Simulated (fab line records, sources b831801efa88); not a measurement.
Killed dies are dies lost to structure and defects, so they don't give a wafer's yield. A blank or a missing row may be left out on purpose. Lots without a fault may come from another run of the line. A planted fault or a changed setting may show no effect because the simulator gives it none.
fab line records | flow sky130
record lots=4 wafers=12 last_day=49
route steps=708 shown LDD_LDN@292 SPACER@304 POLY_CUT@307 SD_P@320 RES_XHIGH@332 SALICIDE@361 PAD_OPEN@708
lots that met no fault: from a run of the same line without faults
start_h: hours from the record's first day to the start of the lot's first wafer shown | wait_h: hours since the lot's step before | " the same as in the row above | L1.1+2: a row that stands for several wafers | - no value, or no start given | * or withheld: withheld | < > ~ a bound
route shown NAME@n: a module of which the file shows steps, and the number in the route of the first | usual: mean/standard deviation of fault-free wafers | same: alike in all rows | chamber/n: place in a boat | sites: the reading at each site | _std_site: their standard deviation | _edge_site: outer sites' mean less inner sites' | radius_mm: how far each site lies from the wafer's centre | mask NAME#n: copy n | behind: the tool/chamber that last shaped the wafer | hold: why the lot was held/for how many hours/how that ended | device: the transistor (n, p or np) that didn't switch | end of line: the same wafers' tests at the end of the route | a step without rows: its recipe alone | killed: dies lost to structure and defects at the first sort, not the wafer's yield | map: a wafer's dies, x killed, . not, _ none there
set.NAME: the setting as run; set.NAME@STEP: as run at that earlier step | model.NAME: the simulator's own value behind a step, which no gauge read
lots at some steps of the route; a table a step, a row a wafer
services: from which hour (start_h, from the record's first day; less than 0 if before it) a tool's chamber was out of use, for how many hours, and why
## steps
# step SKY_LDD_LDN_SOFTBAKE_03
# recipe temp_c=90 time_s=60 resist=NOVOLAK
# step SKY_LDD_LDN_EXPOSE_04
# recipe mask_id=LDNTM na=0.6 source_shape=conventional sigma_outer=0.6 polarization=unpolarized target_cd_nm=700 dose_mj=140
# step SKY_LDD_LDN_PEB_05
# recipe temp_c=withheld time_s=* resist=NOVOLAK
# step SKY_LDD_LDN_DEVELOP_06
# recipe resist=NOVOLAK developer=TMAH develop_time_s=60 dev_temp_c=23
# step SKY_LDD_LDN_IMPLANT_08
# recipe species=As energy_kev=15 dose_cm2=1.25e+13 tilt_deg=withheld rotation_deg=23
# step SKY_LDD_LDN_IMPLANT_09
# recipe species=As energy_kev=15 dose_cm2=1.25e+13 tilt_deg=withheld rotation_deg=113
# step SKY_LDD_LDN_IMPLANT_10
# recipe species=As energy_kev=15 dose_cm2=1.25e+13 tilt_deg=withheld rotation_deg=203
# step SKY_LDD_LDN_IMPLANT_11
# recipe species=As energy_kev=15 dose_cm2=1.25e+13 tilt_deg=withheld rotation_deg=293
# step SKY_LDD_LDN_STRIP_12
# recipe chemistry=O2/N2 power_w=1400 pressure_mtorr=1500 platen_temp_c=withheld o2_flow_sccm=3000 n2_flow_sccm=300 overash_fraction=0.5
# step SKY_LDD_LDN_CLEAN_14
# recipe chemistry=SC1/SC2 mix=1:4:20 temp_c=70 time_s=150 dry=n2_spin
# step SKY_SPACER_CVD_00
# recipe material=Si3N4 precursor=DCS/NH3 target_thk_nm=43.1 temp_c=770 time_s=740 pressure_mtorr=250
# usual susceptor_temp_C=769.9/0.35 zone_power_lower_pct=14.04/0.25 zone_power_upper_pct=13.7/0.33
# columns lot.wafer tool chamber start_h wait_h susceptor_temp_C zone_power_lower_pct zone_power_upper_pct model.Si3N4_of_SPACER_CVD_00.thk_nm
L354.1 lpcvd-02 1 545.11 0.0 769.7 14.29 14.0 42.91
L354.2 " 1 " " 770.0 13.94 14.0 42.39
L354.3 " 1 " " 769.9 14.11 14.2 42.51
L365.1 lpcvd-02 1 648.75 1.7 770.0 14.29 13.8 42.06
L365.2 " 1 " " 769.8 14.18 13.8 42.34
L365.4 " 1 " " 769.8 14.54 13.8 42.58
L370.1 lpcvd-02 1 680.25 0.6 769.4 13.89 13.9 40.05
L370.2 " 1 " " 770.2 14.25 14.1 39.9
L370.3 " 1 " " 769.8 14.08 13.8 40.15
L371.1 lpcvd-02 1 694.63 0.0 770.6 14.13 13.6 39.41
L371.2 " 1 " " 770.2 14.22 13.9 39.45
L371.5 " 1 " " 770.5 14.15 13.9 39.61
# step SKY_SPACER_THK_MEAS_01
# recipe reads=Si3N4_of_SPACER_CVD_00
# usual SPACER_CVD_00_THK=42.8/0.46
# columns lot.wafer tool chamber start_h wait_h SPACER_CVD_00_THK[nm]
L354.1 film_metro-04 - 546.92 0.0 42.9
L354.2 " - " " 42.4
L354.3 " - " " 42.5
L365.1 film_metro-03 - 649.96 0.0 42.0
L365.2 " - " " 42.3
L365.4 " - " " 42.6
L370.1 film_metro-04 - 681.45 0.0 40.0
L370.2 " - " " 39.8
L370.3 " - " " 40.2
L371.1 film_metro-01 - 695.83 0.0 39.4
L371.2 " - " " 39.5
L371.5 " - " " 39.6
# step SKY_SPACER_ETCHBACK_02
# recipe chemistry=CH3F/O2 target=Si3N4 stop_on=SiO2 source_w=400 bias_w=80 pressure_mtorr=25 ch3f_flow_sccm=40 O2_flow_sccm=30 time_s=46.7 target_depth_a=450
# usual drypump_motor_current_A=5.78/0.25 oes_product_au=0.852/0.006 throttle_valve_pct=10.561/0.0095
# columns lot.wafer tool chamber start_h wait_h drypump_motor_current_A oes_product_au rf_hours_counter_h throttle_valve_pct model.etch.depth_nm
L354.1 rie_diel-03 3 546.98 0.1 5.69 0.853 3 10.566 42.91
L354.2 " 1 " " 5.67 0.843 32 10.571 42.39
L354.3 " 0 " " 5.72 0.848 35 10.553 42.51
L365.1 rie_diel-04 3 650.02 0.1 5.56 0.844 8 10.541 42.06
L365.2 " 0 " " 6.20 0.852 5 10.561 42.34
L365.4 " 2 " " 6.15 0.854 - 10.551 42.58
L370.1 rie_diel-01 0 681.51 0.1 5.99 0.824 18 10.561 40.05
L370.2 " 1 " " 5.61 0.814 12 10.573 39.9
L370.3 " 2 " " 5.54 0.821 37 10.548 40.15
L371.1 rie_diel-04 1 695.89 0.1 5.38 0.820 5 10.543 39.41
L371.2 " 3 " " 5.60 0.818 9 10.554 39.45
L371.5 " 2 " " 6.10 0.819 - 10.540 39.61
# step SKY_POLY_CUT_DEHYDRATE_00
# recipe temp_c=200 time_s=60
# step SKY_POLY_CUT_HMDS_01
# recipe prime_time_s=60 prime_temp_c=120
# step SKY_POLY_CUT_COAT_02
# recipe resist=BARC temp_c=withheld time_s=withheld spin_rpm=3000 resist_thk_nm=60
# step SKY_POLY_CUT_COAT_03
# recipe resist=KrF-thick spin_rpm=3000 resist_thk_nm=450
# step SKY_POLY_CUT_SOFTBAKE_04
# recipe temp_c=100 time_s=90 resist=KrF-thick
# step SKY_POLY_CUT_EXPOSE_05
# recipe mask_id=NPCM na=0.8 source_shape=annular sigma_inner=0.55 sigma_outer=0.85 target_cd_nm=270 dose_mj=32
# step SKY_POLY_CUT_PEB_06
# recipe peb_temp_c=withheld peb_time_s=withheld resist=KrF-thick
# step SKY_POLY_CUT_DEVELOP_07
# recipe develop_time_s=60 resist=KrF-thick dev_temp_c=21
# step SKY_POLY_CUT_ETCH_10
# recipe chemistry=N2/H2 target=BARC ion_energy_ev=200 source_w=500 bias_w=100 pressure_mtorr=30 n2_flow_sccm=100 h2_flow_sccm=200 stop_on=SiO2 time_s=45.9 target_depth_a=600
# step SKY_POLY_CUT_ETCH_11
# recipe target=Si3N4 chemistry=CF4/CH2F2/Ar stop_on=poly-Si source_w=600 bias_w=150 pressure_mtorr=40 cf4_flow_sccm=40 ch2f2_flow_sccm=20 Ar_flow_sccm=150 time_s=42.5 target_depth_a=600
# step SKY_POLY_CUT_STRIP_12
# recipe chemistry=O2/N2 power_w=1400 pressure_mtorr=1500 platen_temp_c=withheld o2_flow_sccm=3000 n2_flow_sccm=300 overash_fraction=0.5
# step SKY_SD_P_DEHYDRATE_00
# recipe temp_c=200 time_s=60
# step SKY_SD_P_HMDS_01
# recipe prime_time_s=60 prime_temp_c=120
# step SKY_SD_P_COAT_02
# recipe resist=NOVOLAK spin_rpm=3000 resist_thk_nm=1140
# step SKY_SD_P_SOFTBAKE_03
# recipe temp_c=90 time_s=60 resist=NOVOLAK
# step SKY_SD_P_EXPOSE_04
# recipe mask_id=PSDM na=0.6 source_shape=conventional sigma_outer=0.6 polarization=unpolarized target_cd_nm=380 dose_mj=138
# step SKY_SD_P_PEB_05
# recipe temp_c=withheld time_s=* resist=NOVOLAK
# step SKY_SD_P_DEVELOP_06
# recipe resist=NOVOLAK developer=TMAH develop_time_s=60 dev_temp_c=23
# step SKY_SD_P_IMPLANT_09
# recipe species=BF2 energy_kev=20 dose_cm2=3e+15 tilt_deg=0
# step SKY_SD_P_STRIP_10
# recipe chemistry=O2/N2 power_w=1400 pressure_mtorr=1500 platen_temp_c=withheld o2_flow_sccm=3000 n2_flow_sccm=300 overash_fraction=0.5
# step SKY_RES_XHIGH_DEHYDRATE_00
# recipe temp_c=200 time_s=60
# step SKY_RES_XHIGH_HMDS_01
# recipe prime_time_s=60 prime_temp_c=120
# step SKY_SALICIDE_CLEAN_00
# recipe chemistry=HF-last time_s=30 dilution=100:1 dry=ipa_marangoni
# columns lot.wafer tool chamber start_h wait_h model.Si3N4_of_SPACER_CVD_00.thk_nm
L354.1 wet_bench-04 0 665.42 0.1 41.92
L354.2 " 0 " " 41.4
L354.3 " 0 " " 41.53
L365.1 wet_bench-03 2 764.07 0.1 41.09
L365.2 " 2 " " 41.36
L365.4 " 2 " " 41.6
L370.1 wet_bench-02 0 792.31 0.1 39.08
L370.2 " 0 " " 38.92
L370.3 " 0 " " 39.17
L371.1 wet_bench-04 0 804.03 0.1 38.43
L371.2 " 0 " " 38.46
L371.5 " 0 " " 38.62
# step SKY_PAD_OPEN_PROBE_99
# usual killed_at_M0_to_M3=44/7.2 killed_at_M4_up=2.9/1.8 killed_at_contacts=24/5.6 killed_at_front_end=15/4.2 killed_at_other=0.4/0.71 killed_dies=86/9.2 killed_open=47/7.2 killed_short=39/5.7
# same gross_dies=492 killed_at_back_side=0
# columns lot.wafer tool chamber start_h wait_h killed_at_M0_to_M3 killed_at_M4_up killed_at_contacts killed_at_front_end killed_at_other killed_dies killed_open killed_short model.etest.pfet_01v8.r_on_ohm_um model.etest.sonos_uncharged.r_on_ohm_um model.etest.pfet_01v8.drive_ua_um model.etest.pfet_01v8_hvt.drive_ua_um model.etest.pfet_01v8_hvt.off_log10_a_um
L354.1 prober-02 - 1088.58 0.1 45 2 18 16 1 82 42 40 2963 806.4 187.7 137.8 -13.41
L354.2 prober-02 - 1088.63 0.1 46 2 18 13 2 81 39 42 2941 806.9 188.6 138.9 -13.2
L354.3 prober-02 - 1088.68 0.2 53 1 14 16 1 85 34 51 2917 814.1 191 139.7 -13.23
L365.1 prober-01 - 1160.35 0.1 37 3 12 15 0 67 35 32 2979 813.9 186.9 138.3 -13.24
L365.2 prober-01 - 1160.40 0.1 28 2 20 14 0 64 34 30 2905 809.5 191.3 141.1 -13
L365.4 prober-01 - 1160.50 0.2 40 2 22 11 0 75 40 35 2916 795.4 189.2 140 -13.14
L370.1 prober-02 - 1179.48 0.1 51 2 31 12 0 96 56 39 2732 787 207 152.9 -12.71
L370.2 prober-02 - 1179.53 0.1 64 6 16 13 0 99 56 43 2776 788 201.5 150.4 -12.69
L370.3 prober-02 - 1179.58 0.2 52 0 35 11 0 98 51 47 2738 774.8 205.5 153.8 -12.7
L371.1 prober-01 - 1185.38 0.1 49 0 22 14 0 85 44 41 2785 791.4 202.3 150.7 -12.63
L371.2 prober-01 - 1185.43 0.1 40 3 28 9 0 80 50 29 2809 801.4 198.8 148.7 -12.58
L371.5 prober-01 - 1185.58 0.2 41 3 21 16 1 82 45 36 2858 802.1 196.1 146.4 -12.83
# killed by level:class
L354.1 VIA3:geometric_particle:open=12 VIA1:geometric_particle:open=7 VIA1:geometric_particle:short=6 FIELD_ISO:geometric_particle:short=5 LOCAL_INTERCONNECT:geometric_particle:short=5 METAL1:geometric_particle:short=5 POLY_GATE:geometric_particle:open=4 LI_CONTACT:geometric_particle:open=4
L354.2 VIA3:geometric_particle:open=9 LOCAL_INTERCONNECT:geometric_particle:short=6 METAL1:geometric_particle:short=6 VIA1:geometric_particle:short=6 VIA1:geometric_particle:open=6 METAL2:geometric_particle:short=6 CONTACT:geometric_particle:open=5 VIA2:geometric_particle:open=5
L354.3 VIA1:geometric_particle:open=9 VIA1:geometric_particle:short=9 METAL2:geometric_particle:short=8 POLY_GATE:geometric_particle:short=7 VIA3:geometric_particle:open=7 CONTACT:geometric_particle:short=6 METAL1:geometric_particle:short=6 VIA2:geometric_particle:open=5
L365.1 VIA1:geometric_particle:open=11 VIA1:geometric_particle:short=8 CONTACT:geometric_particle:open=5 METAL1:geometric_particle:short=5 VIA2:geometric_particle:open=5 FIELD_ISO:geometric_particle:open=4 METAL3:geometric_particle:short=4 LOCAL_INTERCONNECT:geometric_particle:short=3
L365.2 METAL1:geometric_particle:short=7 LOCAL_INTERCONNECT:geometric_particle:short=6 LI_CONTACT:geometric_particle:open=5 CONTACT:geometric_particle:open=5 FIELD_ISO:geometric_particle:open=4 VIA1:geometric_particle:short=4 VIA1:geometric_particle:open=4 VIA2:geometric_particle:open=4
L365.4 VIA1:geometric_particle:open=14 VIA1:geometric_particle:short=9 LI_CONTACT:geometric_particle:open=8 CONTACT:geometric_particle:open=6 LI_CONTACT:geometric_particle:short=5 METAL1:geometric_particle:short=4 POLY_GATE:geometric_particle:open=3 METAL2:geometric_particle:short=3
L370.1 CONTACT:geometric_particle:open=16 VIA1:geometric_particle:open=11 VIA3:geometric_particle:open=8 VIA2:geometric_particle:open=8 METAL1:geometric_particle:short=7 CONTACT:geometric_particle:short=5 LI_CONTACT:geometric_particle:short=5 LI_CONTACT:geometric_particle:open=5
L370.2 VIA1:geometric_particle:open=16 VIA2:geometric_particle:open=10 METAL1:geometric_particle:short=8 VIA3:geometric_particle:open=8 CONTACT:geometric_particle:open=6 METAL2:geometric_particle:short=5 LI_CONTACT:geometric_particle:open=4 VIA1:geometric_particle:short=4
L370.3 CONTACT:geometric_particle:open=11 VIA3:geometric_particle:open=10 CONTACT:geometric_particle:short=9 VIA2:geometric_particle:open=9 LI_CONTACT:geometric_particle:open=7 METAL1:geometric_particle:short=7 VIA1:geometric_particle:open=7 POLY_GATE:geometric_particle:short=6
L371.1 VIA1:geometric_particle:open=11 VIA2:geometric_particle:open=9 METAL2:geometric_particle:short=6 POLY_GATE:geometric_particle:short=5 LI_CONTACT:geometric_particle:open=5 CONTACT:geometric_particle:open=5 VIA1:geometric_particle:short=5 LOCAL_INTERCONNECT:geometric_particle:short=4
L371.2 CONTACT:geometric_particle:open=12 VIA1:geometric_particle:open=7 VIA2:geometric_particle:open=7 LI_CONTACT:geometric_particle:open=6 METAL1:geometric_particle:short=6 CONTACT:geometric_particle:short=5 METAL2:geometric_particle:open=4 VIA2:geometric_particle:short=4
L371.5 CONTACT:geometric_particle:open=10 METAL2:geometric_particle:short=10 VIA1:geometric_particle:open=7 VIA2:geometric_particle:open=6 VIA3:geometric_particle:open=5 FIELD_ISO:geometric_particle:open=4 CONTACT:geometric_particle:short=4 LOCAL_INTERCONNECT:geometric_particle:short=4
## services
# columns tool chamber start_h hours kind
rie_diel-03 3 523.81 1.2 repair
rie_diel-03 2 531.51 1.4 repair
wet_bench-04 - 586.22 3.5 repair
wet_bench-04 - 607.29 3.0 repair
rie_diel-04 1 614.53 16.7 repair
rie_diel-04 1 647.30 4.7 repair
wet_bench-03 - 648.50 1.4 repair
rie_diel-04 2 651.20 4.1 repair
rie_diel-04 2 655.34 - clean
rie_diel-04 2 655.34 17.6 scheduled_down
rie_diel-04 2 655.34 17.6 vent_cycle
rie_diel-01 0 674.68 4.6 repair
rie_diel-04 2 678.13 5.8 repair
rie_diel-03 2 684.74 - clean
rie_diel-03 2 684.74 15.9 scheduled_down
rie_diel-03 2 684.74 15.9 vent_cycle
rie_diel-01 3 687.18 - clean
rie_diel-01 3 687.18 26.4 scheduled_down
rie_diel-01 3 687.18 26.4 vent_cycle
rie_diel-04 0 713.39 4.2 repair
rie_diel-01 - 722.88 0.5 repair
rie_diel-03 3 738.70 3.9 repair
rie_diel-01 1 770.24 3.1 repair
lpcvd-02 - 796.74 0.4 repair
## key
first_sign step=SKY_SPACER_THK_MEAS_01 reading=SPACER_CVD_00_THK direction=down sigmas=6.7 usual=42.8 struck=39.8
effect step=SKY_SPACER_ETCHBACK_02 reading=oes_product_au direction=down sigmas=5.5 usual=0.852 struck=0.819
model_effect step=SKY_SPACER_CVD_00 value=Si3N4_of_SPACER_CVD_00.thk_nm without=43.56 struck=39.76
model_effect step=SKY_SPACER_ETCHBACK_02 value=etch.depth_nm without=43.56 struck=39.76
model_effect step=SKY_SALICIDE_CLEAN_00 value=Si3N4_of_SPACER_CVD_00.thk_nm without=42.58 struck=38.78
model_effect step=SKY_PAD_OPEN_PROBE_99 value=etest.pfet_01v8.r_on_ohm_um without=2900 struck=2783
met_at SKY_SPACER_CVD_00
struck_wafers L370.1,L370.2,L370.3,L371.1,L371.2,L371.5
tester_left_out L370,L371
onset_between 648.75 680.25
also_fits time
fault kind=process_parameter_drift tool=lpcvd-02 chamber=1 onset_h=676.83 steps=SKY_SPACER_CVD_00 channel=target_thk_nm offset=-3.7986 shape=step end_h=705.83 acts_in=these_recipes_only stated=43.1
# tester_left_out: of these lots the tester's yield and bins aren't shown, on N5 and GAA mostly nor the transistor test; their killed dies are dies lost to structure and defects alone, not to doping, threshold or leakage, so they don't give the yield
